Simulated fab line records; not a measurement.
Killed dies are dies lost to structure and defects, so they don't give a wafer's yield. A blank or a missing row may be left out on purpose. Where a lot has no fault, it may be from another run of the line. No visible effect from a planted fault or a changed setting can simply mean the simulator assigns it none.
Lot-split experiment :: flow gf180mcu :: 5 lots, 27 wafers read, on a route of 602 steps

## THE SPLIT ITSELF
At GF_CONTACT_SPUTTER_23 (material TiN, target thk 10 nm, time 40 s), the setting time-s was moved away from the recipe's 40 s on 12 of the 27 wafers read, by -16.9% to +37.9%. For the rest of the wafers, this setting stayed at what the recipe calls for.

Reading taken at the split's own step.

## THE READING
TiN_of_CONTACT_SPUTTER_23.thk-nm (the simulator's own value, which no gauge read), in nm, at GF_CONTACT_SPUTTER_23 (material TiN, target thk 10 nm, time 40 s). The file gives no usual value for it. The 15 wafers here that ran the recipe average 9.942 nm, standard deviation 0.15 nm.

wafer: L075.1
tool, chamber at the split: pvd-sputter-01, -
time-s as run, s: 49.23
against the recipe: +23.1%
TiN_of_CONTACT_SPUTTER_23.thk-nm, nm: 12.6
against lot-mates on the recipe: +2.377

wafer: L075.2
tool, chamber at the split: pvd-sputter-01, -
time-s as run, s: 49.23
against the recipe: +23.1%
TiN_of_CONTACT_SPUTTER_23.thk-nm, nm: 12.43
against lot-mates on the recipe: +2.207

wafer: L075.3
tool, chamber at the split: pvd-sputter-01, -
time-s as run, s: 49.23
against the recipe: +23.1%
TiN_of_CONTACT_SPUTTER_23.thk-nm, nm: 12.57
against lot-mates on the recipe: +2.347

wafer: L075.4
tool, chamber at the split: pvd-sputter-01, -
time-s as run, s: 40
against the recipe: recipe
TiN_of_CONTACT_SPUTTER_23.thk-nm, nm: 10.23
against lot-mates on the recipe: -

wafer: L075.5
tool, chamber at the split: pvd-sputter-01, -
time-s as run, s: 40
against the recipe: recipe
TiN_of_CONTACT_SPUTTER_23.thk-nm, nm: 10.2
against lot-mates on the recipe: -

wafer: L075.6
tool, chamber at the split: pvd-sputter-01, -
time-s as run, s: 40
against the recipe: recipe
TiN_of_CONTACT_SPUTTER_23.thk-nm, nm: 10.24
against lot-mates on the recipe: -

wafer: L077.1
tool, chamber at the split: pvd-sputter-02, -
time-s as run, s: 40
against the recipe: recipe
TiN_of_CONTACT_SPUTTER_23.thk-nm, nm: 9.987
against lot-mates on the recipe: -

wafer: L077.2
tool, chamber at the split: pvd-sputter-02, -
time-s as run, s: 49.43
against the recipe: +23.6%
TiN_of_CONTACT_SPUTTER_23.thk-nm, nm: 12.27
against lot-mates on the recipe: +2.360

wafer: L077.3
tool, chamber at the split: pvd-sputter-02, -
time-s as run, s: 40
against the recipe: recipe
TiN_of_CONTACT_SPUTTER_23.thk-nm, nm: 9.848
against lot-mates on the recipe: -

wafer: L077.4
tool, chamber at the split: pvd-sputter-02, -
time-s as run, s: 49.43
against the recipe: +23.6%
TiN_of_CONTACT_SPUTTER_23.thk-nm, nm: 12.21
against lot-mates on the recipe: +2.300

wafer: L077.5
tool, chamber at the split: pvd-sputter-02, -
time-s as run, s: 49.43
against the recipe: +23.6%
TiN_of_CONTACT_SPUTTER_23.thk-nm, nm: 12.25
against lot-mates on the recipe: +2.340

wafer: L077.6
tool, chamber at the split: pvd-sputter-02, -
time-s as run, s: 40
against the recipe: recipe
TiN_of_CONTACT_SPUTTER_23.thk-nm, nm: 9.895
against lot-mates on the recipe: -

wafer: L078.1
tool, chamber at the split: pvd-sputter-03, -
time-s as run, s: 40
against the recipe: recipe
TiN_of_CONTACT_SPUTTER_23.thk-nm, nm: 9.821
against lot-mates on the recipe: -

wafer: L078.4
tool, chamber at the split: pvd-sputter-03, -
time-s as run, s: 40
against the recipe: recipe
TiN_of_CONTACT_SPUTTER_23.thk-nm, nm: 9.86
against lot-mates on the recipe: -

wafer: L078.6
tool, chamber at the split: pvd-sputter-03, -
time-s as run, s: 40
against the recipe: recipe
TiN_of_CONTACT_SPUTTER_23.thk-nm, nm: 9.818
against lot-mates on the recipe: -

wafer: L080.1
tool, chamber at the split: pvd-sputter-02, -
time-s as run, s: 33.25
against the recipe: -16.9%
TiN_of_CONTACT_SPUTTER_23.thk-nm, nm: 8.135
against lot-mates on the recipe: -1.774

wafer: L080.2
tool, chamber at the split: pvd-sputter-02, -
time-s as run, s: 33.25
against the recipe: -16.9%
TiN_of_CONTACT_SPUTTER_23.thk-nm, nm: 8.137
against lot-mates on the recipe: -1.772

wafer: L080.3
tool, chamber at the split: pvd-sputter-02, -
time-s as run, s: 40
against the recipe: recipe
TiN_of_CONTACT_SPUTTER_23.thk-nm, nm: 9.814
against lot-mates on the recipe: -

wafer: L080.4
tool, chamber at the split: pvd-sputter-02, -
time-s as run, s: 40
against the recipe: recipe
TiN_of_CONTACT_SPUTTER_23.thk-nm, nm: 9.979
against lot-mates on the recipe: -

wafer: L080.5
tool, chamber at the split: pvd-sputter-02, -
time-s as run, s: 40
against the recipe: recipe
TiN_of_CONTACT_SPUTTER_23.thk-nm, nm: 9.934
against lot-mates on the recipe: -

wafer: L080.6
tool, chamber at the split: pvd-sputter-02, -
time-s as run, s: 33.25
against the recipe: -16.9%
TiN_of_CONTACT_SPUTTER_23.thk-nm, nm: 8.114
against lot-mates on the recipe: -1.795

wafer: L085.1
tool, chamber at the split: pvd-sputter-02, -
time-s as run, s: 55.14
against the recipe: +37.9%
TiN_of_CONTACT_SPUTTER_23.thk-nm, nm: 13.67
against lot-mates on the recipe: +3.834

wafer: L085.2
tool, chamber at the split: pvd-sputter-02, -
time-s as run, s: 40
against the recipe: recipe
TiN_of_CONTACT_SPUTTER_23.thk-nm, nm: 9.809
against lot-mates on the recipe: -

wafer: L085.3
tool, chamber at the split: pvd-sputter-02, -
time-s as run, s: 55.14
against the recipe: +37.9%
TiN_of_CONTACT_SPUTTER_23.thk-nm, nm: 13.76
against lot-mates on the recipe: +3.924

wafer: L085.4
tool, chamber at the split: pvd-sputter-02, -
time-s as run, s: 40
against the recipe: recipe
TiN_of_CONTACT_SPUTTER_23.thk-nm, nm: 9.822
against lot-mates on the recipe: -

wafer: L085.5
tool, chamber at the split: pvd-sputter-02, -
time-s as run, s: 55.14
against the recipe: +37.9%
TiN_of_CONTACT_SPUTTER_23.thk-nm, nm: 13.69
against lot-mates on the recipe: +3.854

wafer: L085.6
tool, chamber at the split: pvd-sputter-02, -
time-s as run, s: 40
against the recipe: recipe
TiN_of_CONTACT_SPUTTER_23.thk-nm, nm: 9.877
against lot-mates on the recipe: -

FIT RESULTS
A straight line over all 27 wafers: TiN_of_CONTACT_SPUTTER_23.thk-nm changes by +0.103 nm for each +1% of time-s; r = +1.00; the points scatter about the line by 0.16 nm.
The same after taking each lot's own level away (the mean of its wafers on the recipe; 27 wafers): +0.102 nm for each +1%; r = +1.00; scatter 0.055 nm.
That fit puts the effect of the largest move of time-s on the reading at 3.9 nm.
Measured against the standard deviation above, the lots' own levels, which go from 9.8330 to 10.2233 nm, span 2.6 times it.
So the lot-to-lot level changes the slope little: the two slopes agree.
Check: with one of the wafers moved furthest among these (+37.9%) left out of the fit, the line predicts +3.84 nm for it against its lot-mates. It came out at +3.83 nm against them.

## THE OTHER SPLITS THESE WAFERS WENT THROUGH
Other splits were also applied to these wafers ahead of the reading. Each is held against what the fit with the lots' levels taken away leaves over:
other split on the same wafers: GF_STI_OXIDATION_01 ox-time-s
wafers away from the commonest value: 21
r with TiN_of_CONTACT_SPUTTER_23.thk-nm (lot level and that fit taken away): +0.00

other split on the same wafers: GF_STI_ETCH_14 time-s
wafers away from the commonest value: 12
r with TiN_of_CONTACT_SPUTTER_23.thk-nm (lot level and that fit taken away): -0.39

other split on the same wafers: GF_POLY_GATE_ETCH_13 time-s
wafers away from the commonest value: 9
r with TiN_of_CONTACT_SPUTTER_23.thk-nm (lot level and that fit taken away): -0.15

## FILE'S OWN FIT
TiN_of_CONTACT_SPUTTER_23.thk-nm changes by +0.101 nm for each +1% of time-s, r = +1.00.
